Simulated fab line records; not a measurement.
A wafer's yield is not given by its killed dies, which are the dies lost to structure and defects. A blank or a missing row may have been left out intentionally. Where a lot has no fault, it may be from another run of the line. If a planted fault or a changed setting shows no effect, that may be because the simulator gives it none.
Which of the tools did it? / flow sky130 / 11 lots, 33 wafers sampled, at 1 step of a route of 708

## WHAT THE GAUGES SHOWED, per wafer
SKY_NWELL_OVL_MEAS_23.
lot=L645; measured=day 5 16:47; on=overlay-02; NWELL_01_OVL (nm)=-0.2 0.9 0.3
lot=L646; measured=day 5 17:07; on=overlay-01; NWELL_01_OVL (nm)=-0.3 -0.2 0.2
lot=L647; measured=day 6 01:14; on=overlay-02; NWELL_01_OVL (nm)=-0.5 -0.5 -2.6
lot=L649; measured=day 6 14:52; on=overlay-01; NWELL_01_OVL (nm)=-1.7 -1.0 -0.3
lot=L657; measured=day 8 13:01; on=overlay-01; NWELL_01_OVL (nm)=-1.1 0.2 1.7
lot=L658; measured=day 8 18:08; on=overlay-02; NWELL_01_OVL (nm)=-1.9 -2.7 -2.6
lot=L661; measured=day 9 15:19; on=overlay-02; NWELL_01_OVL (nm)=0.8 1.1 2.1
lot=L663; measured=day 10 02:31; on=overlay-02; NWELL_01_OVL (nm)=-1.8 -2.9 -0.6
lot=L664; measured=day 10 07:25; on=overlay-01; NWELL_01_OVL (nm)=-1.6 -2.7 0.1
lot=L665; measured=day 10 13:58; on=overlay-01; NWELL_01_OVL (nm)=-1.2 -0.7 0.3
lot=L667; measured=day 11 06:56; on=overlay-01; NWELL_01_OVL (nm)=-2.9 -0.9 -0.7

## TOOL THAT RAN EACH LOT (tool first, then ch and the chambers of the sampled wafers, then the start)
No process step before these readings appears in the record.

## THE ANSWER, worked out from the rows above alone
Rule: the usual values come from the lots themselves. Put in order of their means at a reading, lots are off if they are a third of the lots or fewer, leave a main group of 4 or more, and stand apart from it by a gap of 3 or more times the standard deviation of the main group's means; of several such gaps the widest counts. Not used: any main group whose means are identical at the precision the tables above print for the reading. A lot without any number at a reading at which 4 lots or more have one is off too. The other lots that the step has rows for count as sound.
Across all readings shown, no lot is off: no conclusion can be drawn from this.

## WHAT THE SIMULATOR HAD PUT IN
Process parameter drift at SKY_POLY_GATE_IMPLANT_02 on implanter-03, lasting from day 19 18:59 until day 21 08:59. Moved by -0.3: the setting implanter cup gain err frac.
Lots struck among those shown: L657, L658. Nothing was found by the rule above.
